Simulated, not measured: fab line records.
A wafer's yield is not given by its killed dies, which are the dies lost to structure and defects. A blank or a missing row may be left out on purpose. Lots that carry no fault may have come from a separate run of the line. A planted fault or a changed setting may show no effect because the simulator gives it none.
Comparing a struck lot with a sound one | flow sky130 | 14 out of 708 route steps
Sound: these wafers, L398.2, L398.3, L398.5. Wafers struck: L414.2, L414.3, L414.5. The cause comes at the end.
Per side, at each step with rows, come the tool, then ch with its chambers, and then its first start. Under that, the readings that differ: sound wafers | struck wafers | difference of the means | sigmas: that difference in standard deviations of wafers without a fault.
alike: a reading whose means differ by less than 2 such deviations, as well as words and numbers matching on both sides. not compared: withheld readings; readings where some wafer has no value; bounds like >300 that might hide an equal value; numbers whose values overlap and for which the record gives no deviation.
Wherever a step has rows on one side only, a row that says differs or no value, or a row with sigmas, the two part there. Non-overlapping numbers with no deviation appear without sigmas and do not part them. A reading that every wafer of one side lacks parts them only if that side has two wafers or more.

first, 5 steps without rows for these wafers: SKY_FIELD_ISO_WET_ETCH_28 (etches SiO2 in dHF, target depth 23.7 nm, time 47 s); SKY_FIELD_ISO_WET_ETCH_29 (etches Si3N4 in H3PO4, target depth 160 nm, time 1825 s); SKY_FIELD_ISO_WET_ETCH_30 (etches SiO2 in dHF, target depth 25 nm, time 50 s); SKY_NWELL_CLEAN_00 (cleans in SC1/SC2, time 150 s); SKY_NWELL_OXIDATION_01 (stabilise 600 s, purge 300 s, target thk 10 nm).
SKY_NWELL_THK_MEAS_02:
  sound: film_metro-01 at day 2 09:24; struck: film_metro-01 at day 6 01:44
  alike: NWELL_OXIDATION_THK
then, 6 steps without rows for these wafers: SKY_DNWELL_DEHYDRATE_00 (time 60 s); SKY_DNWELL_HMDS_01 (prime time 60 s); SKY_DNWELL_COAT_02 (resist thk 3000 nm); SKY_DNWELL_SOFTBAKE_03; SKY_DNWELL_EXPOSE_04 (exposes mask DNM, target cd 3000 nm); SKY_DNWELL_PEB_05.
SKY_DNWELL_DEVELOP_06: develop time 60 s.
  sound on litho_track-02 ch 0, day 3 00:00; struck on litho_track-02 ch 0, day 6 20:00
  reading              | sound             | struck            | difference | sigmas
  developer_temp_C (C) | 23.22 23.21 23.17 | 23.82 24.00 23.77 | +0.66      | +6
following that, these wafers have no rows for 1 step: SKY_DNWELL_IMPLANT_07.

== WHERE THEY PART ==
Within this record, at SKY_DNWELL_DEVELOP_06 only.

WHY: what the simulator had put in
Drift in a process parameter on litho_track-02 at SKY_DNWELL_DEVELOP_06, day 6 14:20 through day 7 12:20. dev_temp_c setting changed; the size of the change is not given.
